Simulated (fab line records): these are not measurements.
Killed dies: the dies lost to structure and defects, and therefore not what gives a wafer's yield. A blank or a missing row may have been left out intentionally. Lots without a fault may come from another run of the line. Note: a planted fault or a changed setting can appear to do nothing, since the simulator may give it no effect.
Which tool is to blame? / flow gf180mcu / 42 wafers from 14 lots sampled at 5 of the route's 602 steps

== WHAT THE GAUGES READ, wafer by wafer ==
GF_VT_IMPLANT_RS_MEAS_46: the measuring method here is four-point-probe.
lot=L358; measured=day 7 17:56; on=film metro-04; MVSD_RS (ohm/sq)=457.0 455.1 457.6
lot=L361; measured=day 8 15:30; on=film metro-02; MVSD_RS (ohm/sq)=457.1 457.8 457.6
lot=L364; measured=day 9 13:07; on=film metro-03; MVSD_RS (ohm/sq)=457.5 456.3 458.1
lot=L365; measured=day 9 18:40; on=film metro-03; MVSD_RS (ohm/sq)=455.1 456.3 455.6
lot=L366; measured=day 9 21:38; on=film metro-04; MVSD_RS (ohm/sq)=454.2 454.4 453.2
lot=L367; measured=day 10 05:07; on=film metro-03; MVSD_RS (ohm/sq)=455.1 455.6 457.3
lot=L368; measured=day 10 06:53; on=film metro-04; MVSD_RS (ohm/sq)=454.3 455.0 454.8
lot=L370; measured=day 10 21:13; on=film metro-02; MVSD_RS (ohm/sq)=456.0 456.7 456.7
lot=L372; measured=day 11 11:16; on=film metro-03; MVSD_RS (ohm/sq)=455.5 455.8 456.5
lot=L375; measured=day 12 08:24; on=film metro-03; MVSD_RS (ohm/sq)=456.5 457.3 457.8
lot=L377; measured=day 12 20:01; on=film metro-03; MVSD_RS (ohm/sq)=458.0 456.3 457.0
lot=L378; measured=day 13 02:49; on=film metro-04; MVSD_RS (ohm/sq)=460.2 458.4 458.2
lot=L379; measured=day 13 10:40; on=film metro-04; MVSD_RS (ohm/sq)=456.9 456.9 455.9
lot=L381; measured=day 13 22:07; on=film metro-04; MVSD_RS (ohm/sq)=456.2 456.1 456.5

GF_HV_LDD_OVL_MEAS_32.
lot=L358; measured=day 11 17:50; on=overlay-02; HV_LDD_02_OVL (nm)=-0.2 0.7 1.7
lot=L361; measured=day 12 15:58; on=overlay-02; HV_LDD_02_OVL (nm)=0.4 0.2 0.8
lot=L364; measured=day 13 20:48; on=overlay-01; HV_LDD_02_OVL (nm)=-0.8 -1.9 -0.2
lot=L365; measured=day 14 05:38; on=overlay-01; HV_LDD_02_OVL (nm)=-0.9 -2.9 0.8
lot=L366; measured=day 14 09:16; on=overlay-01; HV_LDD_02_OVL (nm)=1.3 1.3 -0.2
lot=L367; measured=day 14 15:27; on=overlay-02; HV_LDD_02_OVL (nm)=0.5 0.6 1.9
lot=L368; measured=day 14 16:31; on=overlay-02; HV_LDD_02_OVL (nm)=2.2 0.2 1.5
lot=L370; measured=day 15 09:51; on=overlay-01; HV_LDD_02_OVL (nm)=2.5 2.1 3.1
lot=L372; measured=day 16 03:24; on=overlay-01; HV_LDD_02_OVL (nm)=-0.2 -0.2 0.2
lot=L375; measured=day 17 03:05; on=overlay-01; HV_LDD_02_OVL (nm)=-0.2 1.0 1.7
lot=L377; measured=day 17 17:18; on=overlay-02; HV_LDD_02_OVL (nm)=1.0 3.2 3.2
lot=L378; measured=day 17 22:39; on=overlay-02; HV_LDD_02_OVL (nm)=-119.7 -119.5 -119.6 -120.1 -119.9 -120.5
lot=L379; measured=day 18 09:39; on=overlay-02; HV_LDD_02_OVL (nm)=-122.0 -122.4 -122.4 -122.4 -122.5 -122.6
lot=L381; measured=day 18 20:17; on=overlay-02; HV_LDD_02_OVL (nm)=0.8 1.4 0.2

GF_NSD_OVL_MEAS_08.
lot=L358; measured=day 13 12:47; on=overlay-02; NSD_OVL (nm)=0.2 -1.4 0.1
lot=L361; measured=day 14 11:56; on=overlay-02; NSD_OVL (nm)=-0.5 -0.5 -1.2
lot=L364; measured=day 15 18:21; on=overlay-02; NSD_OVL (nm)=-1.6 -1.9 -2.1
lot=L365; measured=day 16 04:39; on=overlay-01; NSD_OVL (nm)=3.1 1.8 2.8
lot=L366; measured=day 16 08:45; on=overlay-01; NSD_OVL (nm)=3.3 2.1 4.1
lot=L367; measured=day 16 14:33; on=overlay-01; NSD_OVL (nm)=0.3 1.7 0.7
lot=L368; measured=day 16 16:29; on=overlay-02; NSD_OVL (nm)=-1.6 0.0 -1.0
lot=L370; measured=day 17 10:32; on=overlay-01; NSD_OVL (nm)=-0.1 -1.9 -1.5
lot=L372; measured=day 18 04:42; on=overlay-02; NSD_OVL (nm)=-0.4 -1.8 -0.7
lot=L375; measured=day 19 07:32; on=overlay-01; NSD_OVL (nm)=1.5 2.2 -1.1
lot=L377; measured=day 19 21:24; on=overlay-02; NSD_OVL (nm)=0.5 -1.5 0.6
lot=L381; measured=day 21 00:37; on=overlay-01; NSD_OVL (nm)=-1.0 -0.5 0.0

== EACH LOT AND THE TOOL THAT RAN IT (in order: tool; ch and the chambers of the sampled wafers; start) ==
lot=L358; GF_HV_LDD_EXPOSE_28=iline stepper-02 ch 0, day 11 08:29; GF_HV_LDD_RTA_52=rtp anneal-01 ch 0, day 12 14:06
lot=L361; GF_HV_LDD_EXPOSE_28=iline stepper-02 ch 0, day 12 06:21; GF_HV_LDD_RTA_52=rtp anneal-02 ch 0, day 13 12:37
lot=L364; GF_HV_LDD_EXPOSE_28=iline stepper-01 ch 0, day 13 11:13; GF_HV_LDD_RTA_52=rtp anneal-02 ch 0, day 14 18:34
lot=L365; GF_HV_LDD_EXPOSE_28=iline stepper-01 ch 0, day 13 18:44; GF_HV_LDD_RTA_52=rtp anneal-02 ch 0, day 15 03:42
lot=L366; GF_HV_LDD_EXPOSE_28=iline stepper-02 ch 0, day 13 22:44; GF_HV_LDD_RTA_52=rtp anneal-02 ch 0, day 15 07:06
lot=L367; GF_HV_LDD_EXPOSE_28=iline stepper-02 ch 0, day 14 05:13; GF_HV_LDD_RTA_52=rtp anneal-01 ch 0, day 15 13:50
lot=L368; GF_HV_LDD_EXPOSE_28=iline stepper-02 ch 0, day 14 06:25; GF_HV_LDD_RTA_52=rtp anneal-02 ch 0, day 15 15:39
lot=L370; GF_HV_LDD_EXPOSE_28=iline stepper-02 ch 0, day 14 23:11; GF_HV_LDD_RTA_52=rtp anneal-01 ch 0, day 16 08:46
lot=L372; GF_HV_LDD_EXPOSE_28=iline stepper-01 ch 0, day 15 16:25; GF_HV_LDD_RTA_52=rtp anneal-01 ch 0, day 17 02:49
lot=L375; GF_HV_LDD_EXPOSE_28=iline stepper-01 ch 0, day 16 15:55; GF_HV_LDD_RTA_52=rtp anneal-02 ch 0, day 18 03:33
lot=L377; GF_HV_LDD_EXPOSE_28=iline stepper-02 ch 0, day 17 06:02; GF_HV_LDD_RTA_52=rtp anneal-02 ch 0, day 18 18:23
lot=L378; GF_HV_LDD_EXPOSE_28=iline stepper-01 ch 0, day 17 11:22; GF_HV_LDD_RTA_52=-
lot=L379; GF_HV_LDD_EXPOSE_28=iline stepper-01 ch 0, day 17 21:55; GF_HV_LDD_RTA_52=-
lot=L381; GF_HV_LDD_EXPOSE_28=iline stepper-02 ch 0, day 18 08:32; GF_HV_LDD_RTA_52=rtp anneal-01 ch 0, day 19 22:08
- GF_HV_LDD_EXPOSE_28: exposes mask Nplus HV AREA, target cd 400 nm.
- GF_HV_LDD_RTA_52: time 10 s.

== WHAT THE TOOLS THEMSELVES READ (means of the sampled wafers that have a number; where no wafer has one, the mark that the record gives instead) ==
GF_HV_LDD_RTA_52.
lot=L358; tool=rtp anneal-01; lamp power pct (%)=29; wafer_temp_C_max=1004.4
lot=L361; tool=rtp anneal-02; lamp power pct (%)=38; wafer_temp_C_max=1006.5
lot=L364; tool=rtp anneal-02; lamp power pct (%)=38; wafer_temp_C_max=1007.2
lot=L365; tool=rtp anneal-02; lamp power pct (%)=38; wafer_temp_C_max=1006.2
lot=L366; tool=rtp anneal-02; lamp power pct (%)=38; wafer_temp_C_max=1006.2
lot=L367; tool=rtp anneal-01; lamp power pct (%)=29; wafer_temp_C_max=1004.8
lot=L368; tool=rtp anneal-02; lamp power pct (%)=38; wafer_temp_C_max=1007.5
lot=L370; tool=rtp anneal-01; lamp power pct (%)=29; wafer_temp_C_max=1004.8
lot=L372; tool=rtp anneal-01; lamp power pct (%)=29; wafer_temp_C_max=1002.7
lot=L375; tool=rtp anneal-02; lamp power pct (%)=38; wafer_temp_C_max=1006.5
lot=L377; tool=rtp anneal-02; lamp power pct (%)=38; wafer_temp_C_max=1006.6
lot=L381; tool=rtp anneal-01; lamp power pct (%)=29; wafer_temp_C_max=1003.9

== THE ANSWER, worked out from the rows above alone ==
Rule: the usual values come from the lots themselves. The widest of any qualifying gaps counts: lots, ordered by their means at a reading, are off when they make up no more than a third of the lots, leave a main group of 4 or more, and stand apart from it by 3 or more times the standard deviation of that group's means. The tables above print the reading to a certain number of digits; a main group whose means all agree to those digits is not used. Also off: a lot with no number at a reading for which 4 or more lots have one. The other lots that the step has rows for count as sound. The gauges are gone through in route order, then the tools' own readings, and for those a lot's mean is taken as printed above. At the first step where some lot is off, the reading lying furthest off is the one used; lots without a number count as furthest.
Off: at GF_HV_LDD_OVL_MEAS_32 (HV_LDD_02_OVL), L378, L379. Mean 0.7 nm and standard deviation 1.1 in the main group.
A tool fits if, at a process step before that reading, it ran every lot that is off, and no sound lot after the first of them. Those tools and the gauges at GF_HV_LDD_OVL_MEAS_32 are tried in the same way. One fits: GF_HV_LDD_EXPOSE_28 on iline stepper-01. A fault onset in the window from L375 (day 16 15:55, its last sound lot) to L378 (day 17 11:22, its first lot off) fits.

== WHAT THE SIMULATOR HAD PUT IN ==
Scanner matching overlay: iline stepper-01, from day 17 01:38 on, at GF_HV_LDD_EXPOSE_28. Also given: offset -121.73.
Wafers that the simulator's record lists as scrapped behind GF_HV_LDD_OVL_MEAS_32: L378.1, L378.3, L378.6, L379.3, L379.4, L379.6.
Struck lots among those shown: L378, L379. The rule above found the same.
